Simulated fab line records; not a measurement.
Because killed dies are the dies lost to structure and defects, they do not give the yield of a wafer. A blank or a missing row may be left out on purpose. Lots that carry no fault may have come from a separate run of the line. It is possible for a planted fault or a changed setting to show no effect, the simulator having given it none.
The tool behind it: which one? :: flow gf180mcu :: 13 lots, 39 wafers sampled, at 2 steps of a route of 602

WHAT THE GAUGES READ, wafer by wafer
GF_HV_LDD_OVL_MEAS_32. Usual: HV_LDD_02_OVL typically reads -1.4 nm, with standard deviation 1.4.
lot: L631
measured: day 11 06:37
on: overlay-02
HV_LDD_02_OVL (nm): -0.8 0.1 -1.9
flag: 

lot: L633
measured: day 12 05:16
on: overlay-01
HV_LDD_02_OVL (nm): -3.8 -2.6 -4.2
flag: 

lot: L634
measured: day 12 09:04
on: overlay-02
HV_LDD_02_OVL (nm): -2.5 -1.5 -1.0
flag: 

lot: L635
measured: day 12 20:55
on: overlay-01
HV_LDD_02_OVL (nm): -2.0 -1.4 -1.5
flag: 

lot: L636
measured: day 13 01:39
on: overlay-01
HV_LDD_02_OVL (nm): -0.9 -2.0 -2.5
flag: 

lot: L638
measured: day 14 00:31
on: overlay-02
HV_LDD_02_OVL (nm): -2.5 -0.4 -1.6
flag: 

lot: L639
measured: day 14 02:03
on: overlay-02
HV_LDD_02_OVL (nm): -2.1 -0.3 -0.5
flag: 

lot: L641
measured: day 14 20:45
on: overlay-01
HV_LDD_02_OVL (nm): -1.4 -0.5 -0.1
flag: 

lot: L643
measured: day 15 07:43
on: overlay-01
HV_LDD_02_OVL (nm): -1.9 -2.7 -2.4
flag: 

lot: L648
measured: day 17 03:43
on: overlay-02
HV_LDD_02_OVL (nm): -2.5 -4.0 -1.9
flag: 

lot: L650
measured: day 17 20:40
on: overlay-01
HV_LDD_02_OVL (nm): -3.6 -4.4 -2.8
flag: 

lot: L651
measured: day 17 21:15
on: overlay-02
HV_LDD_02_OVL (nm): -3.3 -2.7 -1.5
flag: 

lot: L653
measured: day 18 17:31
on: overlay-01
HV_LDD_02_OVL (nm): -2.3 -4.5 -2.9
flag: 

EACH LOT AND THE TOOL THAT RAN IT (in order: tool; ch and the chambers of the sampled wafers; start)
lot: L631
GF_VT_IMPLANT_STRIP_42: plasma_asher-02 ch 0,1, day 7 06:30

lot: L633
GF_VT_IMPLANT_STRIP_42: plasma_asher-04 ch 0,1, day 7 23:43

lot: L634
GF_VT_IMPLANT_STRIP_42: plasma_asher-03 ch 0,1, day 8 05:34

lot: L635
GF_VT_IMPLANT_STRIP_42: plasma_asher-02 ch 0,1, day 8 14:11

lot: L636
GF_VT_IMPLANT_STRIP_42: plasma_asher-03 ch 0,1, day 8 19:55

lot: L638
GF_VT_IMPLANT_STRIP_42: plasma_asher-04 ch 0,1, day 9 14:34

lot: L639
GF_VT_IMPLANT_STRIP_42: plasma_asher-02 ch 0,1, day 9 16:05

lot: L641
GF_VT_IMPLANT_STRIP_42: plasma_asher-03 ch 0,1, day 10 08:19

lot: L643
GF_VT_IMPLANT_STRIP_42: plasma_asher-04 ch 0,1, day 10 19:32

lot: L648
GF_VT_IMPLANT_STRIP_42: plasma_asher-02 ch 0, day 12 05:20

lot: L650
GF_VT_IMPLANT_STRIP_42: plasma_asher-02 ch 0,1, day 13 01:10

lot: L651
GF_VT_IMPLANT_STRIP_42: plasma_asher-04 ch 0,1, day 13 01:26

lot: L653
GF_VT_IMPLANT_STRIP_42: plasma_asher-03 ch 0,1, day 13 18:11
- GF_VT_IMPLANT_STRIP_42: strips in O2/N2.

AS READ BY THE TOOLS THEMSELVES (means over the sampled wafers that have a number; for cases with no such wafer, the mark the record gives instead)
GF_VT_IMPLANT_STRIP_42. Usual: drypump_motor_current_A 5.88 A, standard deviation 0.25; heater_power_w 341 W, standard deviation 26; oes_product_au 0.716 a.u., standard deviation 0.0046; strip_time_to_endpoint_s 12.61 s, standard deviation 0.039.
lot: L631
tool: plasma_asher-02
drypump_motor_current_A (A): 6.04
heater_power_w (W): 329
oes_product_au (a.u.): 0.713
strip_time_to_endpoint_s (s): 12.64
flag: 

lot: L633
tool: plasma_asher-04
drypump_motor_current_A (A): 5.95
heater_power_w (W): 366
oes_product_au (a.u.): 0.713
strip_time_to_endpoint_s (s): 12.61
flag: 

lot: L634
tool: plasma_asher-03
drypump_motor_current_A (A): 5.70
heater_power_w (W): 321
oes_product_au (a.u.): 0.714
strip_time_to_endpoint_s (s): 12.65
flag: 

lot: L635
tool: plasma_asher-02
drypump_motor_current_A (A): 6.04
heater_power_w (W): 336
oes_product_au (a.u.): 0.715
strip_time_to_endpoint_s (s): 12.62
flag: 

lot: L636
tool: plasma_asher-03
drypump_motor_current_A (A): 5.72
heater_power_w (W): 323
oes_product_au (a.u.): 0.716
strip_time_to_endpoint_s (s): 12.55
flag: 

lot: L638
tool: plasma_asher-04
drypump_motor_current_A (A): 6.07
heater_power_w (W): 359
oes_product_au (a.u.): 0.713
strip_time_to_endpoint_s (s): 12.59
flag: 

lot: L639
tool: plasma_asher-02
drypump_motor_current_A (A): 6.03
heater_power_w (W): 329
oes_product_au (a.u.): 0.718
strip_time_to_endpoint_s (s): 12.58
flag: 

lot: L641
tool: plasma_asher-03
drypump_motor_current_A (A): 5.58
heater_power_w (W): 319
oes_product_au (a.u.): 0.710
strip_time_to_endpoint_s (s): 12.57
flag: 

lot: L643
tool: plasma_asher-04
drypump_motor_current_A (A): 5.94
heater_power_w (W): 369
oes_product_au (a.u.): 0.721
strip_time_to_endpoint_s (s): 12.58
flag: 

lot: L648
tool: plasma_asher-02
drypump_motor_current_A (A): 6.18
heater_power_w (W): 379
oes_product_au (a.u.): 0.719
strip_time_to_endpoint_s (s): 12.59
flag: 

lot: L650
tool: plasma_asher-02
drypump_motor_current_A (A): 6.04
heater_power_w (W): 327
oes_product_au (a.u.): 0.713
strip_time_to_endpoint_s (s): 12.67
flag: 

lot: L651
tool: plasma_asher-04
drypump_motor_current_A (A): 6.05
heater_power_w (W): 364
oes_product_au (a.u.): 0.713
strip_time_to_endpoint_s (s): 12.62
flag: 

lot: L653
tool: plasma_asher-03
drypump_motor_current_A (A): 5.72
heater_power_w (W): 324
oes_product_au (a.u.): 0.721
strip_time_to_endpoint_s (s): 12.64
flag: 

THE ANSWER, worked out from the rows above alone
Rule: a lot counts as off when the mean over its wafers that have a number is more than 3 standard deviations away from the usual mean. Also off: a lot with no number at a reading for which 4 or more lots have one. The other lots that the step has rows for count as sound. The gauges are gone through in route order, then the tools' own readings, and for those a lot's mean is taken as printed above. At the first step where some lot is off, the reading lying furthest off is the one used; lots without a number count as furthest.
Across all readings shown, no lot is off: no conclusion can be drawn from this.

WHAT THE SIMULATOR HAD INSERTED
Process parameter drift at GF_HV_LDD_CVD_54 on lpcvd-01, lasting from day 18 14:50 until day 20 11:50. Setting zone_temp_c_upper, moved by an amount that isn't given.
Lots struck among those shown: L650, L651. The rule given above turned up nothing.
